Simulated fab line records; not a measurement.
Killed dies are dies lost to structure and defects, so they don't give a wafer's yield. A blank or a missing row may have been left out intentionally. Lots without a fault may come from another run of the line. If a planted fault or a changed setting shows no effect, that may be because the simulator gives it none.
Split-lot experiment -- flow sky130 -- 23 wafers read from 5 lots, route of 708 steps

== THE SPLIT ITSELF ==
At SKY_POLY_GATE_EXPOSE_10 (exposes mask P1M, target cd 150 nm), the setting dose_mj was moved away from the recipe's 28 on 9 of the 23 wafers read, by -2.2% to +6.5%. The other wafers ran this setting at the recipe's value.

== FROM THE SPLIT TO THE READING: what the file shows between them, 9 steps ==
- SKY_POLY_GATE_PEB_11
- SKY_POLY_GATE_DEVELOP_12: develop time 60 s
- SKY_POLY_GATE_CD_MEAS_13: target cd 150 nm
- SKY_POLY_GATE_ETCH_15: etches BARC in N2/H2, stops on SiO2, time 118.5 s, target depth 110 nm
- SKY_POLY_GATE_ETCH_16: etches Si3N4 in CH3F/O2, stops on poly-Si, time 147.5 s, target depth 75 nm
- SKY_POLY_GATE_ETCH_17: etches poly-Si in HBr/Cl2, stops on SiO2, target depth 180 nm, time 70.5 s
- SKY_POLY_GATE_STRIP_18: strips in O2/N2
- SKY_POLY_GATE_CLEAN_19: cleans in SC1/SC2, time 150 s
- SKY_POLY_GATE_OXIDATION_20: stabilise 600 s, purge 300 s, target thk 4 nm

== THE READING ==
cd_nm, in nm, at SKY_POLY_GATE_CD_MEAS_22. Fault-free wafers of this fab line usually give 152 nm, standard deviation 3.5 nm.

wafer,"tool, chamber at the split",dose_mj as run,against the recipe,"cd_nm, nm",against lot-mates on the recipe
L076.2,"krf_scanner-02, 0",28,recipe,153,-
L076.3,"krf_scanner-02, 0",29.81,+6.5%,141,-13
L076.4,"krf_scanner-02, 0",29.81,+6.5%,138,-16
L076.5,"krf_scanner-02, 0",28,recipe,155,-
L076.6,"krf_scanner-02, 0",29.81,+6.5%,142,-12
L075.1,"krf_scanner-01, 0",28,recipe,156,-
L075.2,"krf_scanner-01, 0",28,recipe,153,-
L075.3,"krf_scanner-01, 0",29.73,+6.2%,143,-12
L075.5,"krf_scanner-01, 0",29.73,+6.2%,146,-8
L075.6,"krf_scanner-01, 0",29.73,+6.2%,145,-10
L079.3,"krf_scanner-02, 0",28,recipe,148,-
L079.5,"krf_scanner-02, 0",28,recipe,155,-
L079.6,"krf_scanner-02, 0",28,recipe,152,-
L082.1,"krf_scanner-01, 0",28,recipe,155,-
L082.2,"krf_scanner-01, 0",28,recipe,155,-
L082.3,"krf_scanner-01, 0",28,recipe,151,-
L082.4,"krf_scanner-01, 0",28,recipe,152,-
L082.5,"krf_scanner-01, 0",28,recipe,155,-
L084.1,"krf_scanner-02, 0",27.37,-2.2%,151,+6
L084.2,"krf_scanner-02, 0",27.37,-2.2%,154,+10
L084.4,"krf_scanner-02, 0",28,recipe,144,-
L084.5,"krf_scanner-02, 0",28,recipe,145,-
L084.6,"krf_scanner-02, 0",27.37,-2.2%,149,+4

THE FIT
A straight line over all 23 wafers: cd_nm changes by -1.31 nm for each +1% of dose_mj; r = -0.75; the points scatter about the line by 3.6 nm.
The same after taking each lot's own level away (the mean of its wafers on the recipe; 23 wafers): -2 nm for each +1%; r = -0.94; scatter 2.2 nm.
That fit puts the effect of the largest move of dose_mj on the reading at 13 nm.
The lots' own levels span 144.5 to 154.5 nm, that is 2.9 times the standard deviation above.
So the lot-to-lot level blurs the effect unless lot-mates are compared.
Check: with one of the wafers moved furthest among these (+6.5%) left out of the fit, the line predicts -12.3 nm for it against its lot-mates. It came out at -13 nm against them.

== FURTHER SPLITS ON THESE WAFERS ==
These wafers also went through other splits before the reading. Each is held against what the fit with the lots' levels taken away leaves over:
other split on the same wafers,wafers away from the commonest value,r with cd_nm (lot level and that fit taken away)
SKY_GATE_OXIDE_SOFTBAKE_06 temp_c,10,+0.11
SKY_GATE_OXIDE_IMPLANT_11 energy_kev,7,+0.03
SKY_RES_PROTECT_COAT_02 resist_thk_nm,8,+0.26
SKY_POLY_GATE_IMPLANT_02 dose_cm2,10,+0.21

== THE WHOLE CHAIN: every reading that the file lists as answering this split, in the file's order ==
step,what it does,reading,change (the file's fit),r (the file's)
SKY_POLY_GATE_CD_MEAS_13,target cd 150 nm,cd_nm,-1.72 nm for each +1% of the setting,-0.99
SKY_POLY_GATE_ETCH_15,"etches BARC in N2/H2, stops on SiO2, time 118.5 s, target depth 110 nm","POLY_GATE.cd_nm (the simulator's own value, which no gauge read)",-1.95 nm for each +1% of the setting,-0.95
SKY_POLY_GATE_ETCH_17,"etches poly-Si in HBr/Cl2, stops on SiO2, target depth 180 nm, time 70.5 s","POLY_GATE.cd_nm (the simulator's own value, which no gauge read)",-1.96 nm for each +1% of the setting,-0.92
SKY_POLY_GATE_CD_MEAS_22,,cd_nm,-1.96 nm for each +1% of the setting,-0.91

== FILE'S OWN FIT ==
cd_nm changes by -1.96 nm for each +1% of dose_mj, r = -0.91.
